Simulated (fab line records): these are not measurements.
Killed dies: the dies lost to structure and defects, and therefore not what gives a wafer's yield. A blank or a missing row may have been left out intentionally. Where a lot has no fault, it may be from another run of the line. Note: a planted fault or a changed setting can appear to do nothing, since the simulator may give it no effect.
Check for tools in common    flow gf180mcu    39 wafers sampled across 13 lots

== WHY IT WAS OPENED ==
2 of 13 lots carry a flag on the reading HV_LDD_CVD_56_THK at GF_HV_LDD_THK_MEAS_57. Wafers without a fault read 90.0 nm, standard deviation 0.85.
Rule: flag the lot when none of its wafers has a number, or when each of its wafers that has one lies beyond 4 standard deviations from that mean. The other lots count as sound.

lot   measured      on             HV_LDD_CVD_56_THK (nm), wafer by wafer  flag
L584  day 12 19:38  film-metro-01  89.7 90.4 89.9                          
L585  day 13 05:50  film-metro-01  89.4 90.0 90.0                          
L587  day 13 10:19  film-metro-02  88.6 89.5 89.5                          
L588  day 13 21:17  film-metro-02  90.3 90.4 90.8                          
L589  day 14 06:08  film-metro-04  89.2 88.9 89.6                          
L591  day 14 18:23  film-metro-04  88.6 88.9 89.5                          
L592  day 14 23:38  film-metro-02  89.4 89.2 89.0                          
L595  day 16 03:32  film-metro-02  90.8 89.2 90.9                          
L603  day 19 01:24  film-metro-04  91.2 90.0 90.1                          
L604  day 19 09:01  film-metro-01  128.4 127.4 127.8                       FLAGGED
L605  day 19 11:23  film-metro-02  129.1 128.9 129.2                       FLAGGED
L606  day 20 05:08  film-metro-02  90.8 90.7 90.4                          
L607  day 20 08:05  film-metro-04  90.5 90.4 89.4                          
Average over the flagged lots: 128.5 nm; offset from the usual +38.5 nm, equal to +45 standard deviations.

== WHICH TOOL RAN EACH LOT ==
The record holds 1 process step before the reading, out of a route of 602 steps. In each cell: the tool, then ch and the chambers that the sampled wafers went through, then the start.
lot   flag     GF_HV_LDD_CVD_56
L584           lpcvd-01 ch 1, day 12 18:12
L585           lpcvd-01 ch 1, day 13 04:24
L587           lpcvd-01 ch 0, day 13 08:52
L588           lpcvd-01 ch 0, day 13 19:51
L589           lpcvd-02 ch 1, day 14 04:42
L591           lpcvd-02 ch 0, day 14 16:56
L592           lpcvd-01 ch 0, day 14 22:12
L595           lpcvd-02 ch 0, day 16 02:07
L603           lpcvd-01 ch 1, day 18 23:58
L604  FLAGGED  lpcvd-02 ch 1, day 19 07:36
L605  FLAGGED  lpcvd-02 ch 1, day 19 09:14
L606           lpcvd-01 ch 1, day 20 03:43
L607           lpcvd-01 ch 1, day 20 06:38
What is done by these steps:
- GF_HV_LDD_CVD_56: deposits Si3N4 from DCS/NH3, target thk 90 nm, time 1543 s.
- GF_HV_LDD_THK_MEAS_57

== FLAGGED OVER TOTAL, TOOL BY TOOL (the gauges that took the reading come last) ==
step                   tool           lots run  flagged  share of the flagged lots  sound lots run after its first flagged lot
GF_HV_LDD_CVD_56       lpcvd-01       8         0        none                       -
GF_HV_LDD_CVD_56       lpcvd-02       5         2        all                        0
GF_HV_LDD_THK_MEAS_57  film-metro-01  3         1        some                       0
GF_HV_LDD_THK_MEAS_57  film-metro-02  6         1        some                       1 (L606)
GF_HV_LDD_THK_MEAS_57  film-metro-04  4         0        none                       -

== WHAT IS ALLOWED BY THE TABLE ==
1 row of the table ran every flagged lot: lpcvd-02 at GF_HV_LDD_CVD_56.
- lpcvd-02 at GF_HV_LDD_CVD_56 ran 5 lots, 2 of them flagged. Last sound lot L595 at day 16 02:07, first flagged lot L604 at day 19 07:36; a fault beginning in between fits.
What remains is a single tool, lpcvd-02 at GF_HV_LDD_CVD_56.

== WHAT THE SIMULATOR PUT IN ==
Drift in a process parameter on lpcvd-02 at GF_HV_LDD_CVD_56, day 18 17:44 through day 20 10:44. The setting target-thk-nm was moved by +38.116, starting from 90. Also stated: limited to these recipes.
Struck lots among those shown: L604, L605. Same finding as the rule above.
